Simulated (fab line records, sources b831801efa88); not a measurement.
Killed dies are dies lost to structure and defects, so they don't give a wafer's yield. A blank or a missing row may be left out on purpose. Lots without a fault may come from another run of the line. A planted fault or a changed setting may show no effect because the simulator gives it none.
Which tool did it? | flow gf180mcu | 6 lots, 18 wafers sampled, at 2 steps of a route of 602

WHAT THE GAUGES READ, wafer by wafer
GF_V3_THK_MEAS_03.
lot  | measured     | on            | V3_CVD_02_THK (nm)
L610 | day 22 05:31 | film_metro-01 | 847 838 831
L613 | day 23 01:46 | film_metro-04 | 847 855 861
L617 | day 24 02:58 | film_metro-04 | 854 857 857
L619 | day 25 01:41 | film_metro-03 | 846 856 867
L629 | day 28 05:25 | film_metro-03 | 416 433 411
L632 | day 28 22:41 | film_metro-03 | 840 862 867

WHICH TOOL RAN EACH LOT (tool, then ch and the chambers of the sampled wafers, then the start)
lot  | GF_V3_CVD_02
L610 | pecvd-01 ch 0,1,2, day 22 05:27
L613 | pecvd-02 ch 0,1,2, day 23 01:41
L617 | pecvd-04 ch 0,1,2, day 24 02:53
L619 | pecvd-04 ch 0,1,2, day 25 01:36
L629 | pecvd-02 ch 0,1,2, day 28 05:21
L632 | pecvd-01 ch 1,2, day 28 22:36
- GF_V3_CVD_02: deposits SiO2 from TEOS, target thk 850 nm, time 94.851 s.

THE ANSWER, worked out from the rows above alone
Rule: what is usual is taken from the lots themselves. Put in order of their means at a reading, lots are off if they are a third of the lots or fewer, leave a main group of 4 or more, and stand apart from it by a gap of 3 or more times the standard deviation of the main group's means; of several such gaps the widest counts. A main group whose means are all the same, to the digits that the tables above print for the reading, isn't used. A lot without any number at a reading at which 4 lots or more have one is off too. The other lots that the step has rows for count as sound.
Off: L629, at GF_V3_THK_MEAS_03 (V3_CVD_02_THK). The main group: mean 852 nm, standard deviation 6.9.
A tool fits if, at a process step before that reading, it ran every lot that is off, and no sound lot after the first of them. The gauges at GF_V3_THK_MEAS_03 are tried like those tools. One fits: pecvd-02 at GF_V3_CVD_02. Its last sound lot is L613 (day 23 01:41), its first lot that is off L629 (day 28 05:21): a fault that began between those two fits.

WHAT THE SIMULATOR HAD PUT IN
Process parameter drift: pecvd-02, from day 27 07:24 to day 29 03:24, at GF_V3_CVD_02. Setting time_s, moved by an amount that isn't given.
Lots struck among those shown: L629. The rule above found the same.
